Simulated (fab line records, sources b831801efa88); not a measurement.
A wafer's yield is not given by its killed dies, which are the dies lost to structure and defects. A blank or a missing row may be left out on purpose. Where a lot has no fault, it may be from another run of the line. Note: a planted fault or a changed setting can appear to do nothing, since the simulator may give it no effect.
Chamber matching -- flow gf180mcu -- 4 sister chambers for GF_STI_ETCH_13 on rie-diel-04
The step etches the open film in CHF3/O2, stops on Si, target depth 282.31 nm, time 112.9 s. 14 wafers are shown with their chamber, then 7 later ones without.

== WAFERS, EACH WITH ITS CHAMBER ==
wafer,chamber,drypump-motor-current-A (A),oes-product-au (a.u.),throttle-valve-pct (%)
L944.1,0,5.0,0.827,8.813
L944.3,1,5.4,0.839,8.817
L944.5,3,5.6,0.836,8.816
L945.1,0,5.1,0.832,8.807
L945.4,2,5.3,0.839,8.813
L945.6,0,5.1,0.830,8.815
L948.3,3,5.6,0.846,8.820
L948.5,2,5.3,0.838,8.817
L948.6,1,5.4,0.842,8.810
L951.3,2,5.3,0.833,8.813
L951.4,1,5.4,0.832,8.811
L951.5,2,5.2,0.833,8.816
L954.1,0,5.1,0.829,8.812
L954.3,1,5.4,0.837,8.819

SIGNATURES, as means of the wafers listed above
reading,chamber 0,chamber 1,chamber 2,chamber 3,scatter within a chamber
drypump-motor-current-A,5.075,5.400,5.275,5.600,0.0387
oes-product-au,0.82950,0.83750,0.83575,0.84100,0.00383
throttle-valve-pct,8.81175,8.81425,8.81475,8.81800,0.00338
Rule: for each reading, subtract the chamber's mean from the wafer's reading, divide by that reading's scatter and square the result; add these up over the readings and take the root, which gives the wafer's distance from the chamber. If the next closest chamber is less than 2 further off than the closest, the wafer can't be placed; otherwise it belongs to the closest. The scatter: the root of (the sum of the squares of (reading less its chamber's mean) over the shown wafers, divided by (wafers less chambers)).

== WAFERS WHOSE CHAMBER IS MISSING ==
wafer,drypump-motor-current-A (A),oes-product-au (a.u.),throttle-valve-pct (%)
L954.6,5.6,0.830,8.797
L955.1,5.1,0.839,8.800
L955.4,5.3,0.833,8.818
L955.6,5.3,0.844,8.812
L958.3,5.0,0.831,8.789
L958.4,5.4,0.830,8.832
L958.6,5.0,0.838,8.823

== CHAMBER TAKEN BY EACH ==
wafer,from the rows above,in truth
L954.6,can't be placed: 3 or 1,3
L955.1,0,0
L955.4,can't be placed: 2 or 1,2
L955.6,can't be placed: 2 or 1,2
L958.3,0,0
L958.4,can't be placed: 1 or 2 or 3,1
L958.6,0,0
3 of 7 placed correctly. Can't be placed from these rows: 4 (the true chamber is among the candidates in 4). Placed wrongly: 0.
